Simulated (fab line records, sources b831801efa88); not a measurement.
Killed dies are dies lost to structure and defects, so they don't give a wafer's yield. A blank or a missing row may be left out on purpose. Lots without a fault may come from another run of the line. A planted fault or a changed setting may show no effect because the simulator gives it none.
Problem report in the 8D (eight disciplines) form, filled by code | flow sky130 | the parts of the form that need people (team, actions taken, sign-off) are left out

1. THE PROBLEM
dose_ions_cm2 at SKY_NWELL_IMPLANT_12 reads a mean of 1.4386e+12 on 6 wafers of 2 lots; wafers without a fault read 1.3002e+12 with a standard deviation of 1.5e+09. That is +92 standard deviations from the usual mean.
First seen on wafer L576.1, day 7 02:46, on implanter-03. The record holds 39 wafers of 13 lots with a number at this step. Rule for "out", or "out of limits": more than 4 standard deviations from the usual mean. The other wafers with a number count as sound.

2. WHAT IT IS AND WHAT IT IS NOT
question                    | is                                | is not
which readings at this step | dose_ions_cm2, faraday_current_uA | -
which lots                  | L576, L580                        | L565, L566, L567, L568, L569, L570, L577, L583, L584, L586, L588
which wafers of those lots  | all that have a number            | -
read on which tools         | implanter-03                      | implanter-01, implanter-02
when                        | from day 7 02:46                  | up to then (18 sound wafers); but 15 sound wafers of L577, L583, L584, L586, L588 came after

3. SUSPECTS, AND WHAT RULES EACH OUT
Counting: a tool at a process step up to the reading stays a suspect if it ran every lot that is out and no sound lot after the first of them.
- implanter-03 at SKY_NWELL_IMPLANT_12: kept. It ran every lot that is out, first L576 (day 7 02:46), and no sound lot after that; its last sound lot up to then is L568 (day 5 08:18). Its own readings are out on those wafers: dose_ions_cm2, faraday_current_uA.
Left after counting: implanter-03 at SKY_NWELL_IMPLANT_12.

4. THE CAUSE (what the simulator had put in)
Process parameter drift: implanter-03, from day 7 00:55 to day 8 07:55, at SKY_NWELL_IMPLANT_12. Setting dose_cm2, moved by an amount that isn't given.
Counting left only this tool.

5. THE CHAIN OF EFFECTS, in route order
Each row: a reading whose mean over the struck wafers that have a number lies more than 3 standard deviations from the usual. Only readings for which the record gives a usual standard deviation are gone through. hours: the time from each lot's start at the first step in this table that gives one to its start at this step, as a median over the lots. sigmas: the change in usual standard deviations.
hours | step                 | reading            | usual      | on struck wafers | change      | sigmas
0     | SKY_NWELL_IMPLANT_12 | dose_ions_cm2      | 1.3002e+12 | 1.4386e+12       | +1.3835e+11 | +92
0     | SKY_NWELL_IMPLANT_12 | faraday_current_uA | 7.34       | 8.23             | +0.89       | +5.9
The process steps in it:
- SKY_NWELL_IMPLANT_12
Later measuring or inspecting steps at which every struck wafer that the step has a row for has a number for every such reading, and none has moved that far: SKY_SD_P_TW_MEAS_11.

6. WHAT WOULD HAVE CAUGHT IT SOONER
In this record the first reading out of limits was taken at day 7 02:46, 2 hours after the fault began at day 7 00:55.
